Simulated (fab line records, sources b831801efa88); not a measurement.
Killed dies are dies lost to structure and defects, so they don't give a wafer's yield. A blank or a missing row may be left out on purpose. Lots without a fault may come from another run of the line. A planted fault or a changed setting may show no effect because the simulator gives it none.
Tool commonality check | flow sky130 | 15 lots, 45 wafers sampled

WHY IT WAS OPENED
At SKY_DNWELL_TW_MEAS_09 the reading DNWELL_TW is flagged on 3 of 15 lots. Wafers without a fault read 1103, standard deviation 9.8.
Rule: a lot is flagged when every wafer of it that has a number lies more than 4 standard deviations from that mean, or none has a number. The other lots count as sound.

lot  | measured    | on            | DNWELL_TW, wafer by wafer | flag
L452 | day 3 10:33 | film_metro-01 | 1102 1097 1096            |
L453 | day 3 15:05 | film_metro-04 | 1110 1111 1115            |
L454 | day 3 23:16 | film_metro-02 | 1087 1086 1090            |
L455 | day 4 03:01 | film_metro-04 | 1125 1124 1116            |
L457 | day 4 11:08 | film_metro-04 | 1121 1116 1115            |
L458 | day 4 20:14 | film_metro-02 | 1092 1097 1101            |
L459 | day 4 23:01 | film_metro-02 | 1094 1090 1099            |
L461 | day 5 10:05 | film_metro-01 | 30 30 30                  | FLAGGED
L462 | day 5 16:31 | film_metro-01 | 30 30 30                  | FLAGGED
L463 | day 5 22:28 | film_metro-01 | 30 30 30                  | FLAGGED
L464 | day 6 05:25 | film_metro-01 | 1100 1102 1099            |
L469 | day 7 04:23 | film_metro-02 | 1098 1095 1101            |
L471 | day 7 17:41 | film_metro-02 | 1094 1092 1093            |
L472 | day 7 22:07 | film_metro-02 | 1093 1095 1090            |
L473 | day 8 05:32 | film_metro-01 | 1101 1102 1104            |
The numbers of the flagged lots are 30 on average: -1073 against the usual, or -99 or more standard deviations.

WHICH TOOL RAN EACH LOT
The record holds 2 process steps before the reading, out of a route of 708 steps. In each cell: the tool, then ch and the chambers that the sampled wafers went through, then the start.
lot  | flag    | SKY_FIELD_ISO_ETCH_14             | SKY_DNWELL_EXPOSE_04
L452 |         | rie_diel-03 ch 1,2,3, day 2 10:05 | iline_stepper-01 ch 0, day 3 02:34
L453 |         | rie_diel-03 ch 0,2,3, day 2 15:28 | iline_stepper-01 ch 0, day 3 06:59
L454 |         | rie_diel-01 ch 0,1,2, day 2 23:56 | iline_stepper-01 ch 0, day 3 14:29
L455 |         | rie_diel-01 ch 1,2, day 3 02:50   | iline_stepper-02 ch 0, day 3 18:56
L457 |         | rie_diel-03 ch 0,1,2, day 3 11:34 | iline_stepper-01 ch 0, day 4 02:14
L458 |         | rie_diel-03 ch 2,3, day 3 18:20   | iline_stepper-01 ch 0, day 4 11:31
L459 |         | rie_diel-01 ch 0,1,2, day 3 22:04 | iline_stepper-01 ch 0, day 4 14:28
L461 | FLAGGED | rie_diel-04 ch 0,2,3, day 4 09:14 | iline_stepper-01, day 5 00:50
L462 | FLAGGED | rie_diel-04 ch 0,2,3, day 4 15:59 | iline_stepper-01, day 5 07:35
L463 | FLAGGED | rie_diel-01 ch 1,3, day 4 19:31   | iline_stepper-02, day 5 13:10
L464 |         | rie_diel-04 ch 1,2,3, day 5 02:40 | iline_stepper-01 ch 0, day 5 19:55
L469 |         | rie_diel-03 ch 2,3, day 6 01:53   | iline_stepper-02 ch 0, day 6 19:07
L471 |         | rie_diel-03 ch 1,2,3, day 6 15:11 | iline_stepper-02 ch 0, day 7 07:47
L472 |         | rie_diel-03 ch 0,2,3, day 6 18:32 | iline_stepper-02 ch 0, day 7 11:25
L473 |         | rie_diel-04 ch 2,3, day 7 02:37   | iline_stepper-01 ch 0, day 7 19:46
What these steps do:
- SKY_FIELD_ISO_ETCH_14: etches BARC in N2/H2, stops on SiO2, time 45.9 s, target depth 60 nm.
- SKY_DNWELL_EXPOSE_04: exposes mask DNM, target cd 3000 nm.
- SKY_DNWELL_TW_MEAS_09

FLAGGED OVER TOTAL, TOOL BY TOOL (the gauges that took the reading come last)
step                  | tool             | lots run | flagged | share of the flagged lots | sound lots run after its first flagged lot
SKY_FIELD_ISO_ETCH_14 | rie_diel-01      | 4        | 1       | some                      | 0
SKY_FIELD_ISO_ETCH_14 | rie_diel-03      | 7        | 0       | none                      | -
SKY_FIELD_ISO_ETCH_14 | rie_diel-04      | 4        | 2       | some                      | 2 (L464,L473)
SKY_DNWELL_EXPOSE_04  | iline_stepper-01 | 10       | 2       | some                      | 2 (L464,L473)
SKY_DNWELL_EXPOSE_04  | iline_stepper-02 | 5        | 1       | some                      | 3 (L469,L471,L472)
SKY_DNWELL_TW_MEAS_09 | film_metro-01    | 6        | 3       | all                       | 2 (L464,L473)
SKY_DNWELL_TW_MEAS_09 | film_metro-02    | 6        | 0       | none                      | -
SKY_DNWELL_TW_MEAS_09 | film_metro-04    | 3        | 0       | none                      | -

WHAT THE TABLE ALLOWS
1 row of the table ran every flagged lot: film_metro-01 at SKY_DNWELL_TW_MEAS_09.
- film_metro-01 at SKY_DNWELL_TW_MEAS_09: 3 of its 6 lots flagged. Sound lots ran on it after the first flagged one (L464, L473), which a lasting fault on the whole tool wouldn't allow.
No row of the table ran every flagged lot and no sound lot after the first.

WHAT THE SIMULATOR HAD PUT IN
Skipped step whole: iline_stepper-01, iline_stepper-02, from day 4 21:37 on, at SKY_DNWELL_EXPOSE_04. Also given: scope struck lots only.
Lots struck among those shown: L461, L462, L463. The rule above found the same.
